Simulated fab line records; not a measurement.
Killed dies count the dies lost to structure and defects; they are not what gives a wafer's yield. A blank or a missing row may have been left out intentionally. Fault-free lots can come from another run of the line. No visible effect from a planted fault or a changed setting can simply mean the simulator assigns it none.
fab line records ; flow sky130
record: lots: 12; wafers: 36; last_day: 51
route steps=708 shown VIA1@481 METAL2@487 VIA2@509 PAD_OPEN@708
lots that met no fault: from a run of the same line without faults
start_h: hours from the record's opening day to when the first of the lot's shown wafers began ; wait_h: hours since the lot's step before ; " identical to the entry in the row above ; L1.1+2: a row that stands for several wafers ; - no value present, or no start provided ; * or withheld: withheld ; < > ~ a bound
route shown NAME@n: NAME is a module with steps in the file, n the number in the route of the first one ; usual: mean and standard deviation over wafers with no fault ; same: alike in all rows ; chamber/n: place in a boat ; sites: readings site by site ; _std_site: standard deviation of those values ; _edge_site: the outer-site mean with the inner-site mean subtracted ; radius_mm: for every site, how far away it sits from the centre of the wafer ; mask NAME#n: copy n ; behind: tool/chamber where the wafer was last shaped ; hold: what put the lot on hold/how long, in hours/how the hold closed ; device: names the non-switching transistor (n, p or np) ; end of line: at the end of the route, the tests of the same wafers ; for a step that has no rows: nothing shown but its recipe ; killed: not the wafer's yield, but the dies lost to structure and defects at the first sort ; map: the dies of a wafer, with x for killed, . for not killed, _ for no die there
set.NAME: the setting the step ran with; set.NAME@STEP: the setting that earlier step ran with ; model.NAME: the simulator's own value behind a step, which no gauge read
a sample of lots followed through the steps of the route, with each step as a table and each wafer as a row
services: the hour from which a tool's chamber was out of use, counted from the record's first day as start_h (under 0 if before that day), plus the number of hours and why
== steps ==
step: SKY_VIA1_THK_MEAS_23
recipe: thk_meas_gauge: xrf; reads: W_of_VIA1_CVD_21
usual: VIA1_W_THK: 274/3.9
lot.wafer;tool;chamber;start_h;wait_h;VIA1_W_THK[nm]
L558.1;film_metro-03;-;778.28;0.1;268
L558.3;film_metro-03;-;778.28;0.1;270
L558.4;film_metro-03;-;778.28;0.1;271
L560.3;film_metro-03;-;788.80;0.1;274
L560.4;film_metro-03;-;788.80;0.1;276
L560.6;film_metro-03;-;788.80;0.1;275
L561.1;film_metro-03;-;809.21;0.1;274
L561.2;film_metro-03;-;809.21;0.1;269
L561.6;film_metro-03;-;809.21;0.1;275
L565.1;film_metro-01;-;843.66;0.1;273
L565.3;film_metro-01;-;843.66;0.1;271
L565.5;film_metro-01;-;843.66;0.1;270
L571.3;film_metro-01;-;885.46;0.1;271
L571.5;film_metro-01;-;885.46;0.1;271
L571.6;film_metro-01;-;885.46;0.1;275
L574.1;film_metro-04;-;928.36;0.1;281
L574.3;film_metro-04;-;928.36;0.1;279
L574.5;film_metro-04;-;928.36;0.1;276
L576.3;film_metro-04;-;939.28;0.1;275
L576.5;film_metro-04;-;939.28;0.1;272
L576.6;film_metro-04;-;939.28;0.1;275
L577.3;film_metro-03;-;943.74;0.1;271
L577.4;film_metro-03;-;943.74;0.1;272
L577.5;film_metro-03;-;943.74;0.1;273
L579.2;film_metro-04;-;958.18;0.1;272
L579.5;film_metro-04;-;958.18;0.1;275
L579.6;film_metro-04;-;958.18;0.1;275
L578.1;film_metro-03;-;958.47;0.1;277
L578.2;film_metro-03;-;958.47;0.1;279
L578.4;film_metro-03;-;958.47;0.1;279
L580.1;film_metro-03;-;959.44;0.1;276
L580.3;film_metro-03;-;959.44;0.1;274
L580.5;film_metro-03;-;959.44;0.1;277
L581.1;film_metro-01;-;996.43;0.1;265
L581.2;film_metro-01;-;996.43;0.1;267
L581.4;film_metro-01;-;996.43;0.1;272
step: SKY_METAL2_SPUTTER_04
recipe: material: TiN; target_thk_nm: 70; power_w: 6500; time_s: 58.3; chamber_pressure_pa: 0.4
usual: throttle_valve_pct: 30.1/1.3
lot.wafer;tool;chamber;start_h;wait_h;throttle_valve_pct
L558.1;pvd_sputter-01;-;778.73;0.0;31.8
L558.3;pvd_sputter-01;-;778.73;0.0;31.3
L558.4;pvd_sputter-01;-;778.73;0.0;27.7
L560.3;pvd_sputter-02;-;789.23;0.0;29.5
L560.4;pvd_sputter-02;-;789.23;0.0;30.5
L560.6;pvd_sputter-02;-;789.23;0.0;30.2
L561.1;pvd_sputter-01;-;809.86;0.0;31.3
L561.2;pvd_sputter-01;-;809.86;0.0;27.8
L561.6;pvd_sputter-01;-;809.86;0.0;31.7
L565.1;pvd_sputter-01;-;844.11;0.0;30.5
L565.3;pvd_sputter-01;-;844.11;0.0;28.0
L565.5;pvd_sputter-01;-;844.11;0.0;31.9
L571.3;pvd_sputter-03;-;885.89;0.0;28.9
L571.5;pvd_sputter-03;-;885.89;0.0;29.4
L571.6;pvd_sputter-03;-;885.89;0.0;31.2
L574.1;pvd_sputter-01;-;928.82;0.0;27.6
L574.3;pvd_sputter-01;-;928.82;0.0;31.8
L574.5;pvd_sputter-01;-;928.82;0.0;27.8
L576.3;pvd_sputter-02;-;939.76;0.0;29.7
L576.5;pvd_sputter-02;-;939.76;0.0;30.6
L576.6;pvd_sputter-02;-;939.76;0.0;30.4
L577.3;pvd_sputter-01;-;944.17;0.0;31.2
L577.4;pvd_sputter-01;-;944.17;0.0;30.8
L577.5;pvd_sputter-01;-;944.17;0.0;31.7
L579.2;pvd_sputter-02;-;958.62;0.0;28.6
L579.5;pvd_sputter-02;-;958.62;0.0;30.1
L579.6;pvd_sputter-02;-;958.62;0.0;29.2
L578.1;pvd_sputter-01;-;958.92;0.0;31.4
L578.2;pvd_sputter-01;-;958.92;0.0;31.9
L578.4;pvd_sputter-01;-;958.92;0.0;27.9
L580.1;pvd_sputter-01;-;959.89;0.0;31.8
L580.3;pvd_sputter-01;-;959.89;0.0;31.1
L580.5;pvd_sputter-01;-;959.89;0.0;31.3
L581.1;pvd_sputter-01;-;996.88;0.0;30.4
L581.2;pvd_sputter-01;-;996.88;0.0;31.1
L581.4;pvd_sputter-01;-;996.88;0.0;27.7
step: SKY_VIA2_CMP_02
recipe: material: SiO2; down_force_psi: 4; platen_rpm: 60; pad_velocity_m_s: 0.94248
usual: motor_current_A: 11.8/1.2; platen_rpm: 60.00/0.038; retaining_ring_pressure_frac: 1.000/0.0046
lot.wafer;tool;chamber;start_h;wait_h;motor_current_A;platen_rpm;retaining_ring_pressure_frac
L558.4;cmp-01;2;806.93;0.1;13.4;59.97;0.996
L558.3;cmp-01;3;806.93;0.1;11.8;59.98;0.997
L558.1;cmp-01;0;806.93;0.1;12.0;59.96;1.004
L560.4;cmp-02;3;816.42;0.1;11.4;59.93;1.008
L560.3;cmp-02;1;816.42;0.1;10.7;60.04;0.996
L560.6;cmp-02;2;816.42;0.1;13.1;59.98;0.998
L561.1;cmp-01;0;838.57;0.1;11.4;60.00;0.999
L561.2;cmp-01;1;838.57;0.1;9.6;59.96;0.997
L561.6;cmp-01;3;838.57;0.1;11.8;60.01;1.005
L565.3;cmp-01;1;871.39;0.0;9.7;60.02;0.997
L565.1;cmp-01;0;871.39;0.0;11.4;60.01;1.004
L565.5;cmp-01;2;871.39;0.0;14.1;66.02;0.995
L571.3;cmp-02;0;912.71;0.4;11.5;59.96;0.996
L571.5;cmp-02;1;912.71;0.4;11.9;59.98;1.002
L571.6;cmp-02;2;912.71;0.4;12.3;59.96;1.004
L574.1;cmp-02;2;954.39;0.1;11.9;59.98;1.002
L574.3;cmp-02;0;954.39;0.1;11.7;59.97;1.005
L574.5;cmp-02;2;954.39;0.1;12.9;59.97;1.002
L576.3;cmp-02;0;966.39;0.0;11.6;60.00;1.000
L576.5;cmp-02;0;966.39;0.0;10.7;60.02;1.003
L576.6;cmp-02;1;966.39;0.0;11.2;59.94;1.007
L577.4;cmp-01;1;970.09;0.0;10.3;60.03;1.003
L577.3;cmp-01;2;970.09;0.0;14.2;60.01;1.004
L577.5;cmp-01;1;970.09;0.0;10.3;60.04;1.010
L579.2;cmp-01;0;984.67;0.2;11.5;60.02;1.000
L579.5;cmp-01;1;984.67;0.2;10.0;59.99;0.996
L579.6;cmp-01;2;984.67;0.2;14.2;60.01;1.003
L578.4;cmp-01;1;984.82;0.0;10.3;59.99;1.007
L578.1;cmp-01;2;984.82;0.0;13.8;60.05;0.994
L578.2;cmp-01;0;984.82;0.0;11.7;59.96;1.004
L580.1;cmp-01;1;985.64;0.1;10.5;59.95;1.005
L580.3;cmp-01;2;985.64;0.1;14.2;60.05;0.997
L580.5;cmp-01;2;985.64;0.1;13.8;60.06;1.005
L581.2;cmp-02;1;1021.21;0.0;11.1;60.01;1.000
L581.1;cmp-02;2;1021.21;0.0;12.7;60.05;0.987
L581.4;cmp-02;3;1021.21;0.0;12.0;59.98;0.998
step: SKY_VIA2_ETCH_14
recipe: chemistry: N2/H2; target: BARC; ion_energy_ev: 200; source_w: 500; bias_w: 100; pressure_mtorr: 30; n2_flow_sccm: 100; h2_flow_sccm: 200; stop_on: SiO2; time_s: 45.9; target_depth_a: 600
usual: chamber_pressure_mTorr: 29.999/0.026; drypump_motor_current_A: 5.5/0.35; oes_product_au: 0.855/0.0044; throttle_valve_pct: 13.226/0.0096
lot.wafer;tool;chamber;start_h;wait_h;chamber_pressure_mTorr;drypump_motor_current_A;oes_product_au;rf_hours_counter_h;throttle_valve_pct
L558.1;rie_diel-01;0;833.67;0.0;29.975;5.2;0.864;14;13.244
L558.3;rie_diel-01;3;833.67;0.0;30.010;6.0;0.860;17;13.222
L558.4;rie_diel-01;2;833.67;0.0;29.996;5.1;0.861;9;13.231
L560.3;rie_diel-01;3;843.20;0.0;30.011;6.0;0.854;17;13.231
L560.4;rie_diel-01;0;843.20;0.0;29.978;5.2;0.851;14;13.218
L560.6;rie_diel-01;2;843.20;0.0;29.967;5.1;0.852;-;13.228
L561.1;rie_diel-02;2;865.32;0.0;30.040;5.8;0.855;19;13.220
L561.2;rie_diel-02;0;865.32;0.0;30.030;5.3;0.857;8;13.229
L561.6;rie_diel-02;3;865.32;0.0;30.005;5.9;0.855;-;13.233
L565.1;rie_diel-01;1;898.37;0.0;30.002;5.3;0.855;16;13.226
L565.3;rie_diel-01;3;898.37;0.0;29.983;6.0;0.850;19;13.230
L565.5;rie_diel-01;1;898.37;0.0;29.975;5.3;0.855;-;13.203
L571.3;rie_diel-01;2;938.00;0.0;30.029;5.1;0.847;12;13.212
L571.5;rie_diel-01;0;938.00;0.0;29.965;5.2;0.854;-;13.212
L571.6;rie_diel-01;1;938.00;0.0;29.999;5.2;0.855;-;13.219
L574.1;rie_diel-01;0;979.57;0.0;30.009;5.2;0.856;19;13.228
L574.3;rie_diel-01;2;979.57;0.0;30.036;5.1;0.860;14;13.222
L574.5;rie_diel-01;1;979.57;0.0;30.045;5.3;0.854;-;13.224
L576.3;rie_diel-03;1;990.55;0.0;30.011;5.7;0.851;24;13.209
L576.5;rie_diel-03;1;990.55;0.0;29.997;5.7;0.848;-;13.222
L576.6;rie_diel-03;0;990.55;0.0;30.023;5.1;0.859;-;13.219
L577.3;rie_diel-03;0;994.90;0.0;29.974;5.1;0.858;11;13.228
L577.4;rie_diel-03;3;994.90;0.0;30.001;5.9;0.851;6;13.223
L577.5;rie_diel-03;3;994.90;0.0;30.019;5.9;0.859;-;13.225
L579.2;rie_diel-01;3;1007.82;0.0;30.005;6.0;0.867;22;13.237
L579.5;rie_diel-01;1;1007.82;0.0;29.980;5.3;0.866;-;13.226
L579.6;rie_diel-01;0;1007.82;0.0;30.001;5.2;0.858;-;13.218
L578.1;rie_diel-02;3;1008.55;0.0;29.972;6.0;0.852;11;13.218
L578.2;rie_diel-02;0;1008.55;0.0;30.032;5.3;0.850;12;13.237
L578.4;rie_diel-02;2;1008.55;0.0;29.992;5.8;0.855;1;13.227
L580.1;rie_diel-01;2;1009.25;0.0;29.960;5.1;0.852;14;13.223
L580.3;rie_diel-01;1;1009.25;0.0;30.021;5.2;0.850;21;13.211
L580.5;rie_diel-01;3;1009.25;0.0;30.009;6.0;0.848;-;13.215
L581.1;rie_diel-03;3;1043.15;0.0;29.995;5.9;0.856;8;13.228
L581.2;rie_diel-03;0;1043.15;0.0;29.989;5.1;0.854;13;13.215
L581.4;rie_diel-03;2;1043.15;0.0;29.964;6.0;0.852;9;13.215
step: SKY_PAD_OPEN_PROBE_99
usual: defect_limited_yield: 82.3/2.1; killed_at_M0_to_M3: 44/7.2; killed_at_M4_up: 3.1/1.7; killed_at_contacts: 24/5.2; killed_at_front_end: 15/4.1; killed_at_other: 0.3/0.61; killed_dies: 87/10; killed_open: 48/7.5; killed_short: 39/6.6; sort_bin_3_pad_short: 0.8/0.39; sort_bin_5_function: 10.4/1.7; sort_bin_6_memory: 6.5/1.1; sort_n_pass: 405/10; sort_yield_pct: 82.3/2.1
same: gross_dies: 492; killed_at_back_side: 0; sort_bin_4_leakage[%]: 0; sort_bin_8_speed[%]: 0
lot.wafer;tool;chamber;start_h;wait_h;defect_limited_yield[%];killed_at_M0_to_M3;killed_at_M4_up;killed_at_contacts;killed_at_front_end;killed_at_other;killed_dies;killed_open;killed_short;sort_bin_3_pad_short[%];sort_bin_5_function[%];sort_bin_6_memory[%];sort_n_pass;sort_yield_pct[%]
L577.3;prober-02;-;1186.74;0.2;81.9;38;3;27;19;2;89;45;42;0.6;11.0;6.5;403;81.9
L577.4;prober-02;-;1186.79;0.2;85.8;41;1;14;13;1;70;39;31;0.8;8.7;4.7;422;85.8
L577.5;prober-02;-;1186.84;0.2;81.9;53;3;23;10;0;89;48;41;0.6;9.1;8.3;403;81.9
L578.1;prober-02;-;1196.74;0.1;80.5;58;4;23;11;0;96;61;35;0.6;12.2;6.7;396;80.5
L578.2;prober-02;-;1196.79;0.1;82.7;46;4;18;17;0;85;46;39;1.0;10.2;6.1;407;82.7
L578.4;prober-02;-;1196.89;0.2;83.5;42;3;28;8;0;81;54;27;1.0;9.6;5.9;411;83.5
killed by level:class
L577.3 CONTACT:geometric_particle:open=9 LI_CONTACT:geometric_particle:open=8 VIA1:geometric_particle:open=7 VIA3:geometric_particle:open=7 VIA1:geometric_particle:short=7 FIELD_ISO:geometric_particle:short=6 FIELD_ISO:geometric_particle:open=5 LI_CONTACT:geometric_particle:short=5
L577.4 VIA1:geometric_particle:open=10 METAL2:geometric_particle:short=6 FIELD_ISO:geometric_particle:open=5 METAL1:geometric_particle:short=5 VIA3:geometric_particle:open=5 VIA2:geometric_particle:short=4 CONTACT:geometric_particle:open=4 VIA2:geometric_particle:open=4
L577.5 CONTACT:geometric_particle:open=11 VIA1:geometric_particle:open=11 VIA1:geometric_particle:short=10 VIA2:geometric_particle:open=9 VIA2:geometric_particle:short=6 METAL2:geometric_particle:short=5 LI_CONTACT:geometric_particle:open=5 CONTACT:geometric_particle:short=5
L578.1 VIA1:geometric_particle:open=15 CONTACT:geometric_particle:open=12 VIA3:geometric_particle:open=10 VIA2:geometric_particle:open=8 LI_CONTACT:geometric_particle:open=5 METAL1:geometric_particle:short=5 VIA2:geometric_particle:short=5 FIELD_ISO:geometric_particle:open=3
L578.2 VIA1:geometric_particle:open=12 VIA2:geometric_particle:open=8 CONTACT:geometric_particle:open=5 FIELD_ISO:geometric_particle:open=4 POLY_GATE:geometric_particle:open=4 LI_CONTACT:geometric_particle:open=4 CONTACT:geometric_particle:short=4 METAL1:geometric_particle:short=4
L578.4 CONTACT:geometric_particle:open=12 VIA1:geometric_particle:open=10 VIA2:geometric_particle:open=10 LI_CONTACT:geometric_particle:open=9 VIA1:geometric_particle:short=7 METAL2:geometric_particle:open=4 METAL1:geometric_particle:short=4 FIELD_ISO:geometric_particle:open=3
== services ==
tool;chamber;start_h;hours;kind
rie_diel-02;-;757.52;1.9;repair
rie_diel-01;2;757.74;1.7;repair
cmp-02;-;757.98;1.3;repair
rie_diel-01;1;800.78;4.7;repair
cmp-02;-;828.45;0.5;repair
cmp-01;-;843.13;0.5;repair
cmp-02;-;849.14;1.7;repair
cmp-02;-;854.61;1.8;repair
cmp-01;-;906.92;6.5;repair
rie_diel-03;2;912.22;7.2;repair
cmp-01;-;913.43;4.0;pm
rie_diel-01;3;931.31;23.7;repair
cmp-01;-;955.08;1.2;repair
rie_diel-01;0;956.89;9.9;repair
cmp-01;-;966.97;1.0;repair
pvd_sputter-02;-;967.56;8.9;repair
cmp-02;-;970.35;5.6;pm
rie_diel-01;-;974.10;2.8;pm
rie_diel-01;2;984.63;15.8;repair
cmp-01;-;1002.27;7.2;pm
rie_diel-03;0;1022.98;1.6;repair
rie_diel-03;1;1024.50;2.0;repair
cmp-01;-;1037.00;1.1;repair
cmp-02;-;1042.69;8.5;pm
== key ==
first_sign: step: SKY_VIA2_CMP_02; reading: platen_rpm; direction: up; sigmas: 99+; usual: 60.00; struck: 66.02
effect none on later readings
met_at SKY_VIA2_CMP_02
struck_lots L565
struck_wafers L565.5
not_acting_at SKY_VIA1_THK_MEAS_23,SKY_METAL2_SPUTTER_04,SKY_VIA2_ETCH_14
onset_between 806.93 871.39
fault: kind: process_parameter_drift; tool: cmp-01; chamber: 2; onset_h: 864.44; steps: SKY_VIA2_CMP_02; channel: platen_rpm; offset: 6; shape: step; end_h: 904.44; acts_in: these_recipes_only; stated: 60
